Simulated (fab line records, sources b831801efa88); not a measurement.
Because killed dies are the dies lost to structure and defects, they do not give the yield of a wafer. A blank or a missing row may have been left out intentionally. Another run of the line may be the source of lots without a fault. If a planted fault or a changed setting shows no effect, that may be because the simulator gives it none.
The tool behind it: which one?    flow sky130    13 lots with 39 wafers sampled at 2 steps, on a route of 708 steps

WHAT THE GAUGES READ, wafer by wafer
SKY_VIA4_THK_MEAS_01.
lot   measured      on            VIA4_HDPCVD_THK (nm)
L241  day 42 01:30  filmMetro-01  1712 1756 1766
L242  day 42 08:29  filmMetro-02  1755 1753 1722
L243  day 42 13:36  filmMetro-02  1727 1753 1767
L245  day 42 22:20  filmMetro-02  1721 1785 1737
L244  day 43 02:57  filmMetro-04  1779 1747 1728
L253  day 45 11:40  filmMetro-02  1773 1741 1724
L254  day 45 13:49  filmMetro-04  1751 1787 1754
L256  day 46 09:13  filmMetro-02  1716 1716 1784
L258  day 46 15:59  filmMetro-01  1724 1743 1734
L261  day 47 16:13  filmMetro-04  1765 1737 1724
L264  day 48 02:08  filmMetro-01  1752 1747 1734
L262  day 48 01:46  filmMetro-01  1780 1749 1722
L263  day 48 06:21  filmMetro-02  1792 1754 1762

EACH LOT AND THE TOOL THAT RAN IT (in order: tool; ch and the chambers of the sampled wafers; start)
lot   SKY_LI_CONTACT_CVD_21
L241  cvdW-02 ch 0,1, day 29 09:04
L242  cvdW-01 ch 0,1, day 29 14:40
L243  cvdW-01 ch 0,1, day 30 00:41
L245  cvdW-02 ch 0,1, day 30 09:58
L244  cvdW-01 ch 0,1, day 30 12:07
L253  cvdW-01 ch 0,1, day 33 09:29
L254  cvdW-01 ch 0,1, day 33 16:50
L256  cvdW-02 ch 0,1, day 34 11:49
L258  cvdW-02 ch 1, day 34 23:07
L261  cvdW-02 ch 1, day 36 07:04
L264  cvdW-01 ch 0,1, day 36 17:51
L262  cvdW-01 ch 0, day 36 18:51
L263  cvdW-02 ch 0,1, day 36 21:12
- SKY_LI_CONTACT_CVD_21: deposits W, target thk 400 nm, time 120.56 s.

WHAT THE TOOLS THEMSELVES READ (means of the sampled wafers that have a number; where no wafer has one, the mark that the record gives instead)
SKY_LI_CONTACT_CVD_21.
lot   tool     heaterPowerW (W)
L241  cvdW-02  748
L242  cvdW-01  895
L243  cvdW-01  880
L245  cvdW-02  763
L244  cvdW-01  872
L253  cvdW-01  892
L254  cvdW-01  898
L256  cvdW-02  821
L258  cvdW-02  706
L261  cvdW-02  714
L264  cvdW-01  886
L262  cvdW-01  932
L263  cvdW-02  767

THE ANSWER, worked out from the rows above alone
Rule: usual is defined by the lots themselves. Put in order of their means at a reading, lots are off if they are a third of the lots or fewer, leave a main group of 4 or more, and stand apart from it by a gap of 3 or more times the standard deviation of the main group's means; of several such gaps the widest counts. A main group whose means are all the same, to the digits that the tables above print for the reading, isn't used. Also off: a lot with no number at a reading for which 4 or more lots have one. All remaining lots with rows at the step are treated as sound. Order of review: gauges by route order, followed by the tools' own readings, for which a lot's mean as printed above is used. At the first step where some lot is off, the reading lying furthest off is the one used; lots without a number count as furthest.
Nothing can be told from this: no lot is off at any reading shown.

WHAT THE SIMULATOR HAD INSERTED
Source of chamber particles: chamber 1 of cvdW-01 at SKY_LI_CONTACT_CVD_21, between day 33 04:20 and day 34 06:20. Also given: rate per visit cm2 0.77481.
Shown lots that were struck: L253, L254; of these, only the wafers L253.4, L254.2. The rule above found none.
